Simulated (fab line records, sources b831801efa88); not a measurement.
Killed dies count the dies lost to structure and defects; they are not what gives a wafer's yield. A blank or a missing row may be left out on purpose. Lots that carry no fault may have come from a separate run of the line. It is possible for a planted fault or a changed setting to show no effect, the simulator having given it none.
The tool behind it: which one? / flow sky130 / Sampling: 12 lots, 36 wafers, 5 of 708 route steps

WHAT EACH GAUGE READ, for each wafer
SKY_METAL1_OVL_MEAS_16.
lot=L820; measured=day 33 06:17; on=overlay-02; METAL1_OVL (nm)=0 7 1
lot=L821; measured=day 33 15:38; on=overlay-01; METAL1_OVL (nm)=0 2 -1
lot=L822; measured=day 34 00:04; on=overlay-02; METAL1_OVL (nm)=11 0 4
lot=L828; measured=day 36 08:34; on=overlay-01; METAL1_OVL (nm)=7 5 6
lot=L830; measured=day 36 13:20; on=overlay-01; METAL1_OVL (nm)=-17 0 -3
lot=L829; measured=day 36 15:25; on=overlay-01; METAL1_OVL (nm)=-3 0 5
lot=L835; measured=day 38 09:27; on=overlay-02; METAL1_OVL (nm)=-2 -5 -10
lot=L836; measured=day 38 12:40; on=overlay-02; METAL1_OVL (nm)=-2 3 -6
lot=L838; measured=day 38 21:19; on=overlay-02; METAL1_OVL (nm)=-6 0 10
lot=L839; measured=day 39 07:27; on=overlay-01; METAL1_OVL (nm)=-5 4 -9
lot=L840; measured=day 39 13:40; on=overlay-02; METAL1_OVL (nm)=-2 5 7
lot=L841; measured=day 39 17:04; on=overlay-01; METAL1_OVL (nm)=-4 1 -4

SKY_VIA1_BOW_MEAS_03.
lot=L820; measured=day 33 07:35; on=film_metro-03; VIA1_BOW (um)=78 88 83
lot=L821; measured=day 33 18:14; on=film_metro-01; VIA1_BOW (um)=78 84 82
lot=L822; measured=day 34 01:28; on=film_metro-01; VIA1_BOW (um)=82 79 85
lot=L828; measured=day 36 09:55; on=film_metro-03; VIA1_BOW (um)=119 123 114 - - -
lot=L830; measured=day 36 14:40; on=film_metro-01; VIA1_BOW (um)=99 106 110 - - -
lot=L829; measured=day 36 16:42; on=film_metro-01; VIA1_BOW (um)=85 82 84
lot=L835; measured=day 38 10:50; on=film_metro-03; VIA1_BOW (um)=78 80 74
lot=L836; measured=day 38 14:07; on=film_metro-04; VIA1_BOW (um)=80 67 74
lot=L838; measured=day 38 23:05; on=film_metro-04; VIA1_BOW (um)=65 81 85
lot=L839; measured=day 39 08:48; on=film_metro-01; VIA1_BOW (um)=81 88 72
lot=L840; measured=day 39 15:02; on=film_metro-04; VIA1_BOW (um)=79 78 66
lot=L841; measured=day 39 23:58; on=film_metro-03; VIA1_BOW (um)=85 85 68

WHAT TOOL EACH LOT RAN ON (gives the tool, then ch and the chambers of the sampled wafers, and finally the start)
lot=L820; SKY_CONTACT_ETCH_16=rie_diel-01 ch 0, day 32 01:30; SKY_CONTACT_SPUTTER_23=pvd_sputter-04, day 32 02:18; SKY_VIA1_CMP_02=cmp-01 ch 1,2, day 33 07:17
lot=L821; SKY_CONTACT_ETCH_16=rie_diel-03 ch 0,1,2, day 32 11:12; SKY_CONTACT_SPUTTER_23=pvd_sputter-02, day 32 11:55; SKY_VIA1_CMP_02=cmp-01 ch 2,3, day 33 17:59
lot=L822; SKY_CONTACT_ETCH_16=rie_diel-03 ch 0,3, day 32 19:23; SKY_CONTACT_SPUTTER_23=pvd_sputter-03, day 32 20:08; SKY_VIA1_CMP_02=cmp-01 ch 0,2,3, day 34 01:13
lot=L828; SKY_CONTACT_ETCH_16=rie_diel-01 ch 0,2, day 35 05:08; SKY_CONTACT_SPUTTER_23=pvd_sputter-02, day 35 05:52; SKY_VIA1_CMP_02=cmp-02 ch 1,3, day 36 09:35
lot=L830; SKY_CONTACT_ETCH_16=rie_diel-03 ch 0,1,2, day 35 09:51; SKY_CONTACT_SPUTTER_23=pvd_sputter-04, day 35 10:36; SKY_VIA1_CMP_02=cmp-01 ch 0,1,2, day 36 14:25
lot=L829; SKY_CONTACT_ETCH_16=rie_diel-04 ch 0,2, day 35 11:08; SKY_CONTACT_SPUTTER_23=pvd_sputter-03, day 35 11:52; SKY_VIA1_CMP_02=cmp-02 ch 0,1,2, day 36 16:24
lot=L835; SKY_CONTACT_ETCH_16=rie_diel-03 ch 0,1,2, day 37 06:35; SKY_CONTACT_SPUTTER_23=pvd_sputter-02, day 37 07:20; SKY_VIA1_CMP_02=cmp-02 ch 0,1, day 38 10:33
lot=L836; SKY_CONTACT_ETCH_16=rie_diel-04 ch 1,2,3, day 37 08:36; SKY_CONTACT_SPUTTER_23=pvd_sputter-04, day 37 09:27; SKY_VIA1_CMP_02=cmp-01 ch 1,2,3, day 38 13:55
lot=L838; SKY_CONTACT_ETCH_16=rie_diel-03 ch 0,2,3, day 37 18:41; SKY_CONTACT_SPUTTER_23=pvd_sputter-03, day 37 19:28; SKY_VIA1_CMP_02=cmp-02 ch 2,3, day 38 22:47
lot=L839; SKY_CONTACT_ETCH_16=rie_diel-04 ch 0,2, day 38 04:38; SKY_CONTACT_SPUTTER_23=pvd_sputter-04, day 38 05:25; SKY_VIA1_CMP_02=cmp-02 ch 1,2, day 39 08:29
lot=L840; SKY_CONTACT_ETCH_16=rie_diel-03 ch 0,2, day 38 10:59; SKY_CONTACT_SPUTTER_23=pvd_sputter-04, day 38 11:49; SKY_VIA1_CMP_02=cmp-02 ch 2,3, day 39 14:43
lot=L841; SKY_CONTACT_ETCH_16=rie_diel-03 ch 0,1,2, day 38 14:18; SKY_CONTACT_SPUTTER_23=pvd_sputter-02, day 38 15:07; SKY_VIA1_CMP_02=cmp-02 ch 2,3, day 39 23:40
- SKY_CONTACT_ETCH_16: etches BARC in N2/H2, stops on SiO2, time 45.9 s, target depth 60 nm.
- SKY_CONTACT_SPUTTER_23: material TiN, target thk 20 nm, time 80 s.
- SKY_VIA1_CMP_02: polishes SiO2.

AS READ BY THE TOOLS THEMSELVES (means over the sampled wafers that have a number; for cases with no such wafer, the mark the record gives instead)
SKY_CONTACT_ETCH_16.
lot=L820; tool=rie_diel-01; drypump_motor_current_A (A)=6.5; oes_product_au (a.u.)=0.859; throttle_valve_pct (%)=13.221
lot=L821; tool=rie_diel-03; drypump_motor_current_A (A)=5.6; oes_product_au (a.u.)=0.857; throttle_valve_pct (%)=13.230
lot=L822; tool=rie_diel-03; drypump_motor_current_A (A)=6.2; oes_product_au (a.u.)=0.856; throttle_valve_pct (%)=13.221
lot=L828; tool=rie_diel-01; drypump_motor_current_A (A)=6.3; oes_product_au (a.u.)=0.853; throttle_valve_pct (%)=13.230
lot=L830; tool=rie_diel-03; drypump_motor_current_A (A)=5.6; oes_product_au (a.u.)=0.861; throttle_valve_pct (%)=13.229
lot=L829; tool=rie_diel-04; drypump_motor_current_A (A)=5.8; oes_product_au (a.u.)=0.857; throttle_valve_pct (%)=13.222
lot=L835; tool=rie_diel-03; drypump_motor_current_A (A)=5.5; oes_product_au (a.u.)=0.855; throttle_valve_pct (%)=13.232
lot=L836; tool=rie_diel-04; drypump_motor_current_A (A)=5.7; oes_product_au (a.u.)=0.854; throttle_valve_pct (%)=13.233
lot=L838; tool=rie_diel-03; drypump_motor_current_A (A)=5.9; oes_product_au (a.u.)=0.855; throttle_valve_pct (%)=13.225
lot=L839; tool=rie_diel-04; drypump_motor_current_A (A)=5.8; oes_product_au (a.u.)=0.855; throttle_valve_pct (%)=13.212
lot=L840; tool=rie_diel-03; drypump_motor_current_A (A)=5.7; oes_product_au (a.u.)=0.857; throttle_valve_pct (%)=13.229
lot=L841; tool=rie_diel-03; drypump_motor_current_A (A)=5.5; oes_product_au (a.u.)=0.861; throttle_valve_pct (%)=13.220

SKY_CONTACT_SPUTTER_23.
lot=L820; tool=pvd_sputter-04; throttle_valve_pct (%)=29.1
lot=L821; tool=pvd_sputter-02; throttle_valve_pct (%)=29.6
lot=L822; tool=pvd_sputter-03; throttle_valve_pct (%)=29.9
lot=L828; tool=pvd_sputter-02; throttle_valve_pct (%)=30.2
lot=L830; tool=pvd_sputter-04; throttle_valve_pct (%)=30.3
lot=L829; tool=pvd_sputter-03; throttle_valve_pct (%)=30.8
lot=L835; tool=pvd_sputter-02; throttle_valve_pct (%)=29.0
lot=L836; tool=pvd_sputter-04; throttle_valve_pct (%)=29.9
lot=L838; tool=pvd_sputter-03; throttle_valve_pct (%)=29.3
lot=L839; tool=pvd_sputter-04; throttle_valve_pct (%)=29.3
lot=L840; tool=pvd_sputter-04; throttle_valve_pct (%)=29.1
lot=L841; tool=pvd_sputter-02; throttle_valve_pct (%)=29.4

SKY_VIA1_CMP_02.
lot=L820; tool=cmp-01; edge_zone_pressure_frac=0.998; head_pressure_psi (psi)=4.000; motor_current_A (A)=11.9; platen_rpm (rpm)=59.99
lot=L821; tool=cmp-01; edge_zone_pressure_frac=1.001; head_pressure_psi (psi)=4.006; motor_current_A (A)=11.0; platen_rpm (rpm)=60.02
lot=L822; tool=cmp-01; edge_zone_pressure_frac=0.998; head_pressure_psi (psi)=3.995; motor_current_A (A)=11.5; platen_rpm (rpm)=59.98
lot=L828; tool=cmp-02; edge_zone_pressure_frac=-; head_pressure_psi (psi)=-; motor_current_A (A)=-; platen_rpm (rpm)=-
lot=L830; tool=cmp-01; edge_zone_pressure_frac=-; head_pressure_psi (psi)=-; motor_current_A (A)=-; platen_rpm (rpm)=-
lot=L829; tool=cmp-02; edge_zone_pressure_frac=1.005; head_pressure_psi (psi)=4.010; motor_current_A (A)=13.2; platen_rpm (rpm)=60.00
lot=L835; tool=cmp-02; edge_zone_pressure_frac=1.005; head_pressure_psi (psi)=3.996; motor_current_A (A)=12.8; platen_rpm (rpm)=59.99
lot=L836; tool=cmp-01; edge_zone_pressure_frac=1.000; head_pressure_psi (psi)=3.997; motor_current_A (A)=11.9; platen_rpm (rpm)=60.00
lot=L838; tool=cmp-02; edge_zone_pressure_frac=0.997; head_pressure_psi (psi)=3.997; motor_current_A (A)=11.8; platen_rpm (rpm)=60.03
lot=L839; tool=cmp-02; edge_zone_pressure_frac=1.004; head_pressure_psi (psi)=4.007; motor_current_A (A)=13.8; platen_rpm (rpm)=59.99
lot=L840; tool=cmp-02; edge_zone_pressure_frac=1.004; head_pressure_psi (psi)=4.003; motor_current_A (A)=13.1; platen_rpm (rpm)=59.97
lot=L841; tool=cmp-02; edge_zone_pressure_frac=0.992; head_pressure_psi (psi)=3.991; motor_current_A (A)=11.9; platen_rpm (rpm)=60.01

THE ANSWER, worked out from the rows above alone
Rule: the usual values come from the lots themselves. The widest of any qualifying gaps counts: lots, ordered by their means at a reading, are off when they make up no more than a third of the lots, leave a main group of 4 or more, and stand apart from it by 3 or more times the standard deviation of that group's means. A main group is skipped when, at the precision printed for the reading in the tables above, its means are all equal. A lot without any number at a reading at which 4 lots or more have one is off too. The other lots that the step has rows for count as sound. Order of review: gauges by route order, followed by the tools' own readings, for which a lot's mean as printed above is used. The first step at which some lot is off is used, and at that step the reading that is off furthest; a lot without a number counts as furthest.
Off: L828, L830, at SKY_VIA1_BOW_MEAS_03 (VIA1_BOW). The main group: mean 79 um, standard deviation 3.3.
A tool fits if, at a process step before that reading, it ran every lot that is off, and no sound lot after the first of them. The gauges at SKY_VIA1_BOW_MEAS_03 aren't tried: what is off there is off at SKY_VIA1_CMP_02 too, on other tools, and a gauge's error can't cause that. None of those tried fits.

WHAT THE SIMULATOR HAD INSERTED
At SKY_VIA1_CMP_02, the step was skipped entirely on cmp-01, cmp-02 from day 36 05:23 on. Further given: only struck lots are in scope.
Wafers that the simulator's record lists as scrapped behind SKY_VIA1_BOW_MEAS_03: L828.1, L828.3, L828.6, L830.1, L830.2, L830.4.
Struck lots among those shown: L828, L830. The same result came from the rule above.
